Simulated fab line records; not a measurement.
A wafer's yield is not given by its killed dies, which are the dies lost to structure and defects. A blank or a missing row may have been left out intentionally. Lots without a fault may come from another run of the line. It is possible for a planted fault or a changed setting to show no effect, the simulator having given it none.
Matching of chambers    flow sky130    SKY_PASSIVATION_CVD_02 on pecvd-02: 3 sister chambers
The step deposits Si3N4, target thk 540 nm. 3 wafers are shown with their chamber, then 7 later ones without.

WAFERS WITH THEIR CHAMBER
wafer   chamber  heaterPowerW (W)
L740.5  2        642
L740.6  0        728
L742.1  1        675

WAFERS WITH NO CHAMBER GIVEN
wafer   heaterPowerW (W)
L742.2  681
L742.6  736
L743.2  830
L743.4  673
L750.1  701
L750.2  711
L750.4  747

WHICH CHAMBER EACH ONE RAN IN
wafer   from the rows above           in truth
L742.2  can't be placed: 1 or 2 or 0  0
L742.6  can't be placed: 0 or 1       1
L743.2  can't be placed: 0 or 1       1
L743.4  can't be placed: 1 or 2 or 0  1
L750.1  can't be placed: 1 or 0 or 2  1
L750.2  can't be placed: 0 or 1 or 2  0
L750.4  can't be placed: 0 or 1       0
Correctly placed: 0 of 7. Not placeable from these rows: 7 (in 7, the candidates include the true chamber). Wrongly placed: 0.
How it was worked out, from the rows above alone: a wafer's distance from a chamber is the root of the sum, over the readings, of the square of ((its reading less the chamber's mean) divided by the reading's scatter). If the next closest chamber is less than 2 further off than the closest, the wafer can't be placed; otherwise it belongs to the closest. The mean given for a chamber averages the wafers shown for that chamber. The scatter: with one shown wafer a chamber, the root of the mean of the squares of how far each hidden wafer lies from its nearest shown one.
